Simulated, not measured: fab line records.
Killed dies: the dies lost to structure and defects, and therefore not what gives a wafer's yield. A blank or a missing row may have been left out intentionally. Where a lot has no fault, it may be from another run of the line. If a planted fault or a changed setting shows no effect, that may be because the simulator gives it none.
Which tool did it? ; flow sky130 ; 24 lots with 72 wafers sampled at 5 steps, on a route of 708 steps

WHAT THE GAUGES SHOWED, per wafer
SKY_LI_CONTACT_CD_MEAS_12: the cd target is 170 nm.
lot;measured;on;cd_nm (nm)
L074;day 29 05:01;cd_sem-01;168.2 169.4 167.6
L075;day 30 03:55;cd_sem-02;170.2 169.7 169.3
L076;day 30 08:31;cd_sem-01;169.2 170.0 168.6
L077;day 30 11:35;cd_sem-02;170.9 170.3 170.4
L078;day 30 20:52;cd_sem-01;167.6 170.0 167.7
L079;day 31 07:32;cd_sem-02;169.2 170.5 170.6
L080;day 31 10:16;cd_sem-02;168.8 169.3 170.2
L081;day 31 21:38;cd_sem-02;169.6 170.5 170.1
L082;day 32 10:11;cd_sem-01;168.1 167.9 167.5
L083;day 32 11:10;cd_sem-02;172.3 170.7 170.5
L084;day 32 20:19;cd_sem-02;174.2 171.2 173.7
L085;day 33 05:46;cd_sem-02;171.3 171.0 170.3
L086;day 33 13:38;cd_sem-02;171.5 171.1 172.6
L087;day 33 18:14;cd_sem-01;171.6 172.9 171.9
L088;day 34 02:13;cd_sem-02;168.5 168.2 169.4
L089;day 34 14:23;cd_sem-01;167.0 167.0 167.0
L090;day 34 18:31;cd_sem-02;168.7 169.5 170.2
L091;day 34 23:44;cd_sem-01;168.2 169.6 169.0
L092;day 35 04:49;cd_sem-02;169.4 170.7 170.4
L093;day 35 09:05;cd_sem-01;168.4 168.0 168.5
L094;day 35 15:49;cd_sem-01;171.7 170.7 169.4
L095;day 35 23:13;cd_sem-01;169.2 169.8 169.9
L096;day 36 03:58;cd_sem-02;169.2 170.5 169.7
L097;day 36 12:42;cd_sem-01;170.0 170.1 171.0

SKY_LOCAL_INTERCONNECT_THK_MEAS_02: measures by xrf.
lot;measured;on;LOCAL_INTERCONNECT_TIN_THK (nm)
L074;day 29 06:31;film_metro-02;97.2 97.0 97.4
L075;day 30 05:25;film_metro-03;95.7 94.8 95.1
L076;day 30 10:03;film_metro-04;97.6 95.7 98.0
L077;day 30 13:03;film_metro-03;99.2 99.8 98.0
L078;day 30 22:22;film_metro-04;97.6 97.2 97.2
L079;day 31 09:02;film_metro-03;98.5 98.2 98.2
L080;day 31 11:46;film_metro-03;97.3 97.7 98.8
L081;day 31 23:08;film_metro-03;97.7 97.2 98.6
L082;day 32 11:41;film_metro-04;96.0 95.5 94.9
L083;day 32 12:40;film_metro-04;97.6 97.2 97.8
L084;day 32 21:49;film_metro-04;97.8 98.8 99.2
L085;day 33 07:16;film_metro-02;97.0 97.3 97.7
L086;day 33 15:14;film_metro-03;96.2 95.3 97.0
L087;day 33 19:45;film_metro-03;98.8 97.5 99.2
L088;day 34 03:44;film_metro-04;98.6 96.3 98.0
L089;day 34 16:00;film_metro-04;97.9 98.5 97.7
L090;day 34 19:59;film_metro-02;99.2 99.8 98.4
L091;day 35 01:21;film_metro-03;96.7 97.4 96.9
L092;day 35 06:28;film_metro-02;98.2 100.1 99.0
L093;day 35 10:35;film_metro-04;99.2 98.5 98.7
L094;day 35 17:20;film_metro-03;96.6 97.8 97.2
L095;day 36 00:43;film_metro-02;100.0 97.7 99.7
L096;day 36 05:26;film_metro-02;98.7 98.7 98.5
L097;day 36 14:26;film_metro-03;99.5 99.3 99.4

SKY_METAL1_THK_MEAS_06: measures by xrf.
lot;measured;on;METAL1_ALCU_THK (nm)
L074;day 31 17:41;film_metro-01;251.6 253.2 254.5
L075;day 32 14:29;film_metro-03;249.4 248.9 248.9
L076;day 32 20:58;film_metro-01;250.2 247.6 245.6
L077;day 32 23:41;film_metro-03;247.4 250.6 248.2
L078;day 33 07:34;film_metro-01;251.8 257.2 247.9
L079;day 33 17:28;film_metro-03;250.5 250.6 251.0
L080;day 33 20:40;film_metro-02;248.6 249.3 250.7
L081;day 34 07:28;film_metro-03;249.7 249.9 250.2
L082;day 34 20:32;film_metro-03;245.9 245.6 245.7
L083;day 34 21:37;film_metro-01;249.2 250.5 249.1
L084;day 35 05:09;film_metro-03;250.5 249.6 249.5
L085;day 35 15:10;film_metro-03;246.0 247.0 243.8
L086;day 35 22:05;film_metro-01;251.0 254.0 248.1
L087;day 36 03:46;film_metro-03;245.6 249.3 250.8
L088;day 36 10:58;film_metro-03;248.6 251.4 251.8
L089;day 36 23:27;film_metro-01;247.2 248.8 250.1
L090;day 37 02:56;film_metro-03;246.0 245.0 246.0
L091;day 37 07:55;film_metro-03;249.7 245.0 248.0
L092;day 37 13:11;film_metro-03;252.4 249.5 248.1
L093;day 37 16:44;film_metro-01;251.9 252.0 251.0
L094;day 38 00:33;film_metro-01;247.7 250.3 251.7
L095;day 38 06:13;film_metro-02;253.5 253.8 249.9
L096;day 38 11:23;film_metro-01;253.8 251.2 249.4
L097;day 38 21:14;film_metro-02;251.5 248.0 250.2

WHAT TOOL EACH LOT RAN ON (gives the tool, then ch and the chambers of the sampled wafers, and finally the start)
lot;SKY_LI_CONTACT_CVD_21;SKY_METAL1_SPUTTER_01
L074;cvd_w-02 ch 0,1, day 29 05:44;pvd_sputter-04, day 31 17:26
L075;cvd_w-02 ch 0,1, day 30 04:38;pvd_sputter-01, day 32 14:13
L076;cvd_w-01 ch 0,1, day 30 09:16;pvd_sputter-01, day 32 20:43
L077;cvd_w-01 ch 0,1, day 30 12:16;pvd_sputter-04, day 32 23:25
L078;cvd_w-02 ch 0,1, day 30 21:35;pvd_sputter-02, day 33 07:19
L079;cvd_w-01 ch 0,1, day 31 08:14;pvd_sputter-04, day 33 17:13
L080;cvd_w-02 ch 0,1, day 31 10:59;pvd_sputter-04, day 33 20:25
L081;cvd_w-01 ch 0,1, day 31 22:20;pvd_sputter-01, day 34 07:13
L082;cvd_w-01 ch 0,1, day 32 10:53;pvd_sputter-04, day 34 20:17
L083;cvd_w-01 ch 1, day 32 11:53;pvd_sputter-04, day 34 21:22
L084;cvd_w-01 ch 0,1, day 32 21:02;pvd_sputter-01, day 35 04:55
L085;cvd_w-02 ch 0,1, day 33 06:29;pvd_sputter-02, day 35 14:55
L086;cvd_w-01 ch 0,1, day 33 14:20;pvd_sputter-02, day 35 21:50
L087;cvd_w-02 ch 0, day 33 18:57;pvd_sputter-02, day 36 03:31
L088;cvd_w-01 ch 0,1, day 34 02:57;pvd_sputter-02, day 36 10:43
L089;cvd_w-02 ch 0, day 34 15:07;pvd_sputter-01, day 36 23:12
L090;cvd_w-01 ch 0,1, day 34 19:13;pvd_sputter-04, day 37 02:40
L091;cvd_w-02 ch 0, day 35 00:28;pvd_sputter-01, day 37 07:40
L092;cvd_w-02 ch 0, day 35 05:33;pvd_sputter-01, day 37 12:58
L093;cvd_w-02 ch 0,1, day 35 09:47;pvd_sputter-02, day 37 16:29
L094;cvd_w-01 ch 0,1, day 35 16:33;pvd_sputter-04, day 38 00:19
L095;cvd_w-02 ch 0,1, day 35 23:56;pvd_sputter-01, day 38 05:59
L096;cvd_w-01 ch 0,1, day 36 04:41;pvd_sputter-01, day 38 11:08
L097;cvd_w-01 ch 0,1, day 36 13:25;pvd_sputter-01, day 38 20:58
- SKY_LI_CONTACT_CVD_21: deposits W, target thk 400 nm, time 120.56 s.
- SKY_METAL1_SPUTTER_01: material TiN, target thk 20 nm, time 16.7 s.

AS READ BY THE TOOLS THEMSELVES (means over the sampled wafers that have a number; for cases with no such wafer, the mark the record gives instead)
SKY_LI_CONTACT_CVD_21.
lot;tool;heater_power_outer_w (W);heater_power_w (W)
L074;cvd_w-02;585;900
L075;cvd_w-02;595;940
L076;cvd_w-01;514;849
L077;cvd_w-01;517;847
L078;cvd_w-02;591;909
L079;cvd_w-01;517;852
L080;cvd_w-02;594;893
L081;cvd_w-01;518;855
L082;cvd_w-01;512;851
L083;cvd_w-01;560;883
L084;cvd_w-01;526;862
L085;cvd_w-02;588;941
L086;cvd_w-01;519;856
L087;cvd_w-02;591;891
L088;cvd_w-01;514;855
L089;cvd_w-02;587;887
L090;cvd_w-01;540;876
L091;cvd_w-02;589;882
L092;cvd_w-02;592;887
L093;cvd_w-02;589;916
L094;cvd_w-01;521;866
L095;cvd_w-02;599;947
L096;cvd_w-01;528;854
L097;cvd_w-01;525;856

SKY_METAL1_SPUTTER_01.
lot;tool;throttle_valve_pct (%)
L074;pvd_sputter-04;30.4
L075;pvd_sputter-01;30.8
L076;pvd_sputter-01;30.4
L077;pvd_sputter-04;30.4
L078;pvd_sputter-02;29.1
L079;pvd_sputter-04;31.2
L080;pvd_sputter-04;30.4
L081;pvd_sputter-01;29.8
L082;pvd_sputter-04;30.4
L083;pvd_sputter-04;30.7
L084;pvd_sputter-01;30.5
L085;pvd_sputter-02;29.7
L086;pvd_sputter-02;29.8
L087;pvd_sputter-02;30.2
L088;pvd_sputter-02;29.7
L089;pvd_sputter-01;31.1
L090;pvd_sputter-04;30.9
L091;pvd_sputter-01;30.8
L092;pvd_sputter-01;30.0
L093;pvd_sputter-02;29.7
L094;pvd_sputter-04;29.9
L095;pvd_sputter-01;30.0
L096;pvd_sputter-01;31.1
L097;pvd_sputter-01;30.9

THE ANSWER, worked out from the rows above alone
Rule: the lots themselves supply what counts as usual. Put in order of their means at a reading, lots are off if they are a third of the lots or fewer, leave a main group of 4 or more, and stand apart from it by a gap of 3 or more times the standard deviation of the main group's means; of several such gaps the widest counts. A main group whose means are all the same, to the digits that the tables above print for the reading, isn't used. Also off: a lot with no number at a reading for which 4 or more lots have one. Any other lot the step has rows for is counted as sound. After the gauges, taken in route order, come the tools' own readings; for these a lot's mean is taken, as printed above. The first step at which some lot is off is used, and at that step the reading that is off furthest; a lot without a number counts as furthest.
Nothing can be told from this: no lot is off at any reading shown.

WHAT THE SIMULATOR HAD INSERTED
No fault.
